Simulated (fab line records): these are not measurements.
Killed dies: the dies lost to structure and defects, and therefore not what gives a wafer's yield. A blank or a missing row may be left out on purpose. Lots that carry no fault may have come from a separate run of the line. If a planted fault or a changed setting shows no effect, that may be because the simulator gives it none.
8D (eight disciplines) problem report, filled in by code    flow gf180mcu    the parts of the form that need people (team, actions taken, sign-off) are left out

== 1. THE PROBLEM ==
NSD_RS at GF_PSD_RS_MEAS_14 reads a mean of 43.39 ohm/sq on 9 wafers of 3 lots; wafers without a fault read 46.12 ohm/sq with a standard deviation of 0.081. That puts it -34 standard deviations away from the usual mean.
The step: measures by four-point-probe.
First seen on wafer L323.2, day 18 20:45, on film metro-03. Wafers with a number at this step in the record: 33, from 11 lots. The rule behind "out" and "out of limits": a value lying over 4 standard deviations away from the usual mean. The other wafers with a number count as sound.

== 2. WHAT IT IS; WHAT IT IS NOT ==
question                     is                            is not
which readings at this step  NSD_RS                        -
which lots                   L323, L326, L327              L311, L313, L314, L315, L317, L330, L331, L332
which wafers of those lots   all that have a number        -
read on which gauges         film metro-03, film metro-04  film metro-01
when                         from day 18 20:45             up to then (15 sound wafers); but 9 sound wafers of L330, L331, L332 came after

== 3. SUSPECTS, AND WHAT RULES EACH OUT ==
Counting: any tool at a process step up to the reading is kept as a suspect provided that every lot that is out went through it and no sound lot did after the first of them.
- the gauge at GF_PSD_RS_MEAS_14 has been ruled out. Those wafers that are out were read across 2 gauges (film metro-03, film metro-04).
- rtp anneal-02 at GF_PSD_RTA_13 (time 20 s): kept. It processed each lot that is out, first L323 at day 18 20:40, and no sound lot thereafter; up to then, the last sound lot it processed was L315 at day 15 23:04. Its own readings are out on those wafers: run length s.
After counting, what remains is rtp anneal-02 at GF_PSD_RTA_13.

== 4. THE CAUSE (what the simulator had put in) ==
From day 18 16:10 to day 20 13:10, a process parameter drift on rtp anneal-02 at GF_PSD_RTA_13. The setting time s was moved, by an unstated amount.
Counting left only this tool.

== 5. SEQUENCE OF EFFECTS, ordered by route ==
One row per reading whose mean, taken over the struck wafers that have a number, lies over 3 standard deviations from the usual. Only readings for which the record gives a usual standard deviation are gone through. hours: the time from each lot's start at the first step in this table that gives one to its start at this step, as a median over the lots. sigmas: the change in usual standard deviations.
hours  step               reading       usual          on struck wafers  change  sigmas
0      GF_PSD_RTA_13      run length s  48.76 s        62.61             +13.85  +66
0      GF_PSD_RS_MEAS_14  NSD_RS        46.12 ohm/sq   43.39             -2.73   -34
4      GF_PSD_RS_MEAS_15  PSD_RS        108.52 ohm/sq  103.14            -5.38   -21
It contains these process steps:
- GF_PSD_RTA_13: time 20 s.

== 6. HOW IT WOULD HAVE BEEN CAUGHT EARLIER ==
The first out-of-limits reading at a measuring or inspecting step in this record came at day 18 20:45, 5 hours after the fault's start at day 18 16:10.
At GF_PSD_RTA_13, the tool's own readings (run length s) were out on each struck wafer the step has a row for, so an alarm limit on them would have fired on the first such wafer.
Lots out: 3; of these, L326, L327 started GF_PSD_RTA_13 on rtp anneal-02 after day 18 20:45. A hold on the tool at that time would have spared those 2.
